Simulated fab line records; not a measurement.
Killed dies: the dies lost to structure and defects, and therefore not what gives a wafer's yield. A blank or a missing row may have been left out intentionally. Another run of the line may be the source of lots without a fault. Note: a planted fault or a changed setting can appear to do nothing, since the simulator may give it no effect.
Which tool was responsible? + flow gf180mcu + 12 lots, 36 wafers sampled, at 7 steps of a route of 602

== WHAT THE GAUGES READ, wafer by wafer ==
GF_HV_LDD_THK_MEAS_55. Usual: HV_LDD_CVD_54_THK gives 10.02 nm (standard deviation 0.13).
| lot  | measured     | on            | HV_LDD_CVD_54_THK (nm) | flag |
|------|--------------|---------------|------------------------|------|
| L323 | day 12 10:38 | film_metro-02 | 10.11 10.01 10.03      |      |
| L324 | day 12 17:50 | film_metro-02 | 9.98 10.14 10.09       |      |
| L325 | day 13 00:07 | film_metro-03 | 10.10 10.14 10.18      |      |
| L327 | day 13 21:16 | film_metro-02 | 10.11 10.16 10.03      |      |
| L328 | day 14 02:24 | film_metro-04 | 10.14 10.10 10.16      |      |
| L329 | day 14 11:56 | film_metro-03 | 9.95 9.92 10.13        |      |
| L332 | day 15 09:13 | film_metro-03 | 10.14 10.01 10.14      |      |
| L333 | day 15 19:03 | film_metro-02 | 9.90 10.02 9.82        |      |
| L336 | day 16 21:20 | film_metro-04 | 9.92 9.96 9.88         |      |
| L337 | day 17 09:24 | film_metro-04 | 10.08 10.04 9.97       |      |
| L338 | day 17 19:54 | film_metro-03 | 10.06 10.05 10.13      |      |
| L342 | day 18 19:56 | film_metro-04 | 9.76 9.97 10.01        |      |

GF_PSD_TW_MEAS_11. Usual: PSD_TW gives 3191 (standard deviation 32).
| lot  | measured     | on            | PSD_TW         | flag |
|------|--------------|---------------|----------------|------|
| L323 | day 14 04:35 | film_metro-02 | 3174 3168 3173 |      |
| L324 | day 14 12:59 | film_metro-02 | 3190 3186 3170 |      |
| L325 | day 14 19:19 | film_metro-03 | 3197 3193 3200 |      |
| L327 | day 15 17:56 | film_metro-01 | 3226 3219 3215 |      |
| L328 | day 15 23:32 | film_metro-02 | 3153 3149 3155 |      |
| L329 | day 16 08:35 | film_metro-02 | 3158 3153 3164 |      |
| L332 | day 17 08:38 | film_metro-03 | 3222 3220 3223 |      |
| L333 | day 17 19:02 | film_metro-01 | 3229 3235 3208 |      |
| L336 | day 18 22:00 | film_metro-01 | 3618 3608 3596 | OFF  |
| L337 | day 19 09:52 | film_metro-01 | 3199 3229 3222 |      |
| L338 | day 19 21:56 | film_metro-03 | 3211 3185 3199 |      |
| L342 | day 20 22:26 | film_metro-02 | 3530 3551 3534 | OFF  |

GF_PSD_RS_MEAS_15: a four-point-probe measurement. Usual: PSD_RS gives 108.68 ohm/sq (standard deviation 0.26).
| lot  | measured     | on            | PSD_RS (ohm/sq)      | flag |
|------|--------------|---------------|----------------------|------|
| L323 | day 14 04:56 | film_metro-01 | 109.04 108.80 108.96 |      |
| L324 | day 14 13:18 | film_metro-03 | 108.45 108.31 108.72 |      |
| L325 | day 14 19:41 | film_metro-02 | 108.73 108.50 108.43 |      |
| L327 | day 15 18:14 | film_metro-01 | 108.59 108.79 108.83 |      |
| L328 | day 15 23:51 | film_metro-03 | 108.57 108.49 108.57 |      |
| L329 | day 16 08:53 | film_metro-01 | 108.99 108.78 108.83 |      |
| L332 | day 17 09:03 | film_metro-02 | 108.48 108.50 108.97 |      |
| L333 | day 17 19:26 | film_metro-02 | 108.24 108.29 108.36 |      |
| L336 | day 18 22:34 | film_metro-03 | 98.09 98.17 98.23    | OFF  |
| L337 | day 19 10:10 | film_metro-03 | 108.89 109.04 108.84 |      |
| L338 | day 19 22:15 | film_metro-02 | 109.00 108.75 108.56 |      |
| L342 | day 20 23:02 | film_metro-01 | 98.39 98.23 98.07    | OFF  |

GF_SAB_CD_MEAS_09: target cd 420 nm. Usual: 419.7 nm for cd_nm, sd 1.9.
| lot  | measured     | on        | cd_nm (nm)        | flag |
|------|--------------|-----------|-------------------|------|
| L323 | day 15 02:07 | cd_sem-01 | 420.1 419.9 417.7 |      |
| L324 | day 15 10:25 | cd_sem-01 | 419.5 420.5 422.4 |      |
| L325 | day 15 16:55 | cd_sem-02 | 417.6 417.4 420.9 |      |
| L327 | day 16 15:31 | cd_sem-02 | 417.3 419.1 416.4 |      |
| L328 | day 16 22:27 | cd_sem-01 | 417.9 417.3 418.4 |      |
| L329 | day 17 07:37 | cd_sem-01 | 420.1 420.6 418.7 |      |
| L332 | day 18 08:04 | cd_sem-02 | 421.6 423.2 422.1 |      |
| L333 | day 18 19:07 | cd_sem-01 | 421.7 420.8 421.3 |      |
| L336 | day 19 22:12 | cd_sem-01 | 418.1 418.7 416.9 |      |
| L337 | day 20 10:10 | cd_sem-01 | 417.9 417.9 415.5 |      |
| L338 | day 20 22:10 | cd_sem-01 | 420.6 419.3 421.8 |      |
| L342 | day 21 22:02 | cd_sem-01 | 420.0 419.0 419.7 |      |

== WHICH TOOL RAN EACH LOT (tool, then ch and the chambers of the sampled wafers, then the start) ==
| lot  | GF_HV_LDD_RTA_52                 | GF_PSD_IMPLANT_09               | GF_PSD_STRIP_10                      |
|------|----------------------------------|---------------------------------|--------------------------------------|
| L323 | rtp_anneal-01 ch 0, day 12 09:25 | implanter-03 ch 0, day 14 04:23 | plasma_asher-03 ch 0,1, day 14 04:30 |
| L324 | rtp_anneal-02 ch 0, day 12 16:38 | implanter-03 ch 0, day 14 12:44 | plasma_asher-03 ch 1, day 14 12:53   |
| L325 | rtp_anneal-02 ch 0, day 12 21:38 | implanter-03 ch 0, day 14 19:04 | plasma_asher-03 ch 0,1, day 14 19:13 |
| L327 | rtp_anneal-02 ch 0, day 13 19:20 | implanter-04 ch 0, day 15 17:41 | plasma_asher-03 ch 0,1, day 15 17:50 |
| L328 | rtp_anneal-01 ch 0, day 14 01:11 | implanter-01 ch 0, day 15 23:17 | plasma_asher-03 ch 0,1, day 15 23:26 |
| L329 | rtp_anneal-02 ch 0, day 14 10:44 | implanter-04 ch 0, day 16 08:20 | plasma_asher-01 ch 0,1, day 16 08:29 |
| L332 | rtp_anneal-02 ch 0, day 15 08:01 | implanter-03 ch 0, day 17 08:24 | plasma_asher-01 ch 0,1, day 17 08:32 |
| L333 | rtp_anneal-02 ch 0, day 15 17:50 | implanter-04 ch 0, day 17 18:47 | plasma_asher-03 ch 0,1, day 17 18:56 |
| L336 | rtp_anneal-01 ch 0, day 16 20:05 | implanter-04 ch 0, day 18 21:28 | plasma_asher-01 ch 0,1, day 18 21:55 |
| L337 | rtp_anneal-01 ch 0, day 17 08:07 | implanter-04 ch 0, day 19 09:37 | plasma_asher-01 ch 0, day 19 09:46   |
| L338 | rtp_anneal-01 ch 0, day 17 18:37 | implanter-04 ch 0, day 19 21:41 | plasma_asher-02 ch 0,1, day 19 21:50 |
| L342 | rtp_anneal-01 ch 0, day 18 18:44 | implanter-04 ch 0, day 20 21:53 | plasma_asher-01 ch 0,1, day 20 22:20 |
- GF_HV_LDD_RTA_52: time 10 s.
- GF_PSD_IMPLANT_09
- GF_PSD_STRIP_10: strips in O2/N2.

== AS READ BY THE TOOLS THEMSELVES (means over the sampled wafers that have a number; for cases with no such wafer, the mark the record gives instead) ==
GF_HV_LDD_RTA_52. Usual: lamp_power_pct 34.18 %, standard deviation 0.17; wafer_temp_C_max 1003.6, standard deviation 1.1.
| lot  | tool          | lamp_power_pct (%) | wafer_temp_C_max | flag |
|------|---------------|--------------------|------------------|------|
| L323 | rtp_anneal-01 | 34.42              | 1002.4           |      |
| L324 | rtp_anneal-02 | 34.05              | 1004.1           |      |
| L325 | rtp_anneal-02 | 34.04              | 1004.1           |      |
| L327 | rtp_anneal-02 | 34.05              | 1004.1           |      |
| L328 | rtp_anneal-01 | 34.37              | 1002.2           |      |
| L329 | rtp_anneal-02 | 34.04              | 1004.4           |      |
| L332 | rtp_anneal-02 | 34.03              | 1004.0           |      |
| L333 | rtp_anneal-02 | 34.02              | 1004.8           |      |
| L336 | rtp_anneal-01 | 34.35              | 1003.7           |      |
| L337 | rtp_anneal-01 | 34.39              | 1002.2           |      |
| L338 | rtp_anneal-01 | 34.38              | 1003.0           |      |
| L342 | rtp_anneal-01 | 34.34              | 1002.4           |      |

GF_PSD_STRIP_10. Usual: drypump_motor_current_A 6.1 A, standard deviation 0.52; heater_power_w 338 W, standard deviation 37; oes_product_au 0.592 a.u., standard deviation 0.0047; strip_time_to_endpoint_s 16.53 s, standard deviation 0.033.
| lot  | tool            | drypump_motor_current_A (A) | heater_power_w (W) | oes_product_au (a.u.) | strip_time_to_endpoint_s (s) | flag |
|------|-----------------|-----------------------------|--------------------|-----------------------|------------------------------|------|
| L323 | plasma_asher-03 | 6.6                         | 350                | 0.590                 | 16.48                        |      |
| L324 | plasma_asher-03 | 6.6                         | 362                | 0.589                 | 16.54                        |      |
| L325 | plasma_asher-03 | 6.5                         | 346                | 0.597                 | 16.52                        |      |
| L327 | plasma_asher-03 | 6.6                         | 347                | 0.593                 | 16.58                        |      |
| L328 | plasma_asher-03 | 6.6                         | 349                | 0.590                 | 16.53                        |      |
| L329 | plasma_asher-01 | 5.8                         | 352                | 0.591                 | 16.48                        |      |
| L332 | plasma_asher-01 | 5.8                         | 345                | 0.593                 | 16.55                        |      |
| L333 | plasma_asher-03 | 6.6                         | 331                | 0.593                 | 16.54                        |      |
| L336 | plasma_asher-01 | 5.8                         | 345                | 0.543                 | 18.88                        | OFF  |
| L337 | plasma_asher-01 | 5.3                         | 285                | 0.589                 | 16.55                        |      |
| L338 | plasma_asher-02 | 5.8                         | 363                | 0.593                 | 16.53                        |      |
| L342 | plasma_asher-01 | 5.8                         | 352                | 0.544                 | 18.91                        | OFF  |

== THE ANSWER, worked out from the rows above alone ==
Rule: a lot is off if the mean of its wafers that have a number lies more than 3 standard deviations from the usual mean. A lot without any number at a reading at which 4 lots or more have one is off too. Any other lot the step has rows for is counted as sound. After the gauges, taken in route order, come the tools' own readings; for these a lot's mean is taken, as printed above. At the first step where some lot is off, the reading lying furthest off is the one used; lots without a number count as furthest.
Off: L336, L342, at GF_PSD_TW_MEAS_11 (PSD_TW).
A tool fits if, at a process step before that reading, it ran every lot that is off, and no sound lot after the first of them. Not tried: the gauges at GF_PSD_TW_MEAS_11; whatever is off there is also off at GF_PSD_STRIP_10, on other tools, and gauge error can't account for it. Of those tried, none fits.

== WHAT HAD BEEN PUT IN BY THE SIMULATOR ==
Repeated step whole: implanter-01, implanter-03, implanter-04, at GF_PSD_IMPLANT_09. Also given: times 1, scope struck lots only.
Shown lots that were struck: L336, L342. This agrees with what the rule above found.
